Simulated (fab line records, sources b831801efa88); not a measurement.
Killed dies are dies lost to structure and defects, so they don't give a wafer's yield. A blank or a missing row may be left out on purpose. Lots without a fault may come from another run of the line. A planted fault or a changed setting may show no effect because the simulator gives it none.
Split-lot experiment | flow sky130 | 5 lots, 23 wafers read, on a route of 708 steps

THE SPLIT
At SKY_POLY_GATE_DEVELOP_12 (develop time 60 s), the setting dev_temp_c was moved away from the recipe's 21 C on 7 of the 23 wafers read, by -14.8% to +16.0%. The other wafers ran this setting at the recipe's value.

The file shows no step between the split and the reading.

THE READING
cd_nm, in nm, at SKY_POLY_GATE_CD_MEAS_13 (target cd 150 nm). Fault-free wafers of this fab line usually give 149.2 nm, standard deviation 1.2 nm.

wafer  | tool, chamber at the split | dev_temp_c as run, C | against the recipe | cd_nm, nm | against lot-mates on the recipe
L074.2 | litho_track-04, 0          | 21                   | recipe             | 150.3     | -
L074.3 | litho_track-04, 0          | 21                   | recipe             | 151.2     | -
L074.4 | litho_track-04, 0          | 21                   | recipe             | 152.1     | -
L075.1 | litho_track-04, 0          | 21                   | recipe             | 150.6     | -
L075.2 | litho_track-04, 0          | 21                   | recipe             | 149.9     | -
L075.3 | litho_track-04, 0          | 17.9                 | -14.8%             | 153.6     | +3.7
L075.5 | litho_track-04, 0          | 17.9                 | -14.8%             | 151.9     | +2.0
L075.6 | litho_track-04, 0          | 21                   | recipe             | 149.2     | -
L080.1 | litho_track-03, 0          | 21                   | recipe             | 149.5     | -
L080.2 | litho_track-03, 0          | 21                   | recipe             | 148.4     | -
L080.3 | litho_track-03, 0          | 21                   | recipe             | 149.0     | -
L080.4 | litho_track-03, 0          | 21                   | recipe             | 149.4     | -
L080.5 | litho_track-03, 0          | 21                   | recipe             | 149.2     | -
L083.1 | litho_track-04, 0          | 21                   | recipe             | 148.8     | -
L083.2 | litho_track-04, 0          | 21                   | recipe             | 150.1     | -
L083.3 | litho_track-04, 0          | 23.69                | +12.8%             | 147.5     | -1.8
L083.5 | litho_track-04, 0          | 23.69                | +12.8%             | 146.7     | -2.6
L083.6 | litho_track-04, 0          | 21                   | recipe             | 149.0     | -
L085.1 | litho_track-04, 0          | 24.37                | +16.0%             | 146.6     | -3.0
L085.2 | litho_track-04, 0          | 21                   | recipe             | 149.2     | -
L085.3 | litho_track-04, 0          | 21                   | recipe             | 150.0     | -
L085.4 | litho_track-04, 0          | 24.37                | +16.0%             | 146.5     | -3.1
L085.6 | litho_track-04, 0          | 24.37                | +16.0%             | 147.2     | -2.4

THE FIT
A straight line over all 23 wafers: cd_nm changes by -0.196 nm for each +1% of dev_temp_c; r = -0.88; the points scatter about the line by 0.87 nm.
The same after taking each lot's own level away (the mean of its wafers on the recipe; 23 wafers): -0.181 nm for each +1%; r = -0.94; scatter 0.57 nm.
On that fit, the largest move of dev_temp_c shifts the reading by 2.9 nm.
The lots' own levels span 149.10 to 151.20 nm, that is 1.8 times the standard deviation above.
So the lot-to-lot level changes the slope little: the two slopes agree.
Check: with one of the wafers moved furthest among these (+16.0%) left out of the fit, the line predicts -2.84 nm for it against its lot-mates. It came out at -3 nm against them.

OTHER SPLITS ON THESE WAFERS
These wafers also went through other splits before the reading. Each is held against what the fit with the lots' levels taken away leaves over:
other split on the same wafers        | wafers away from the commonest value | r with cd_nm (lot level and that fit taken away)
SKY_SONOS_ONO_CVD_04 time_s           | 18                                   | +0.00
SKY_SONOS_ONO_SOFTBAKE_09 temp_c      | 10                                   | -0.10
SKY_GATE_OXIDE_OXIDATION_01 temp_c    | 15                                   | -0.03
SKY_GATE_OXIDE_COAT_05 resist_thk_nm  | 8                                    | -0.09
SKY_GATE_OXIDE_OXIDATION_16 ox_time_s | 15                                   | -0.04
SKY_POLY_GATE_IMPLANT_02 dose_cm2     | 8                                    | +0.00

THE FILE'S OWN FIT
cd_nm changes by -0.182 nm for each +1% of dev_temp_c, r = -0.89.
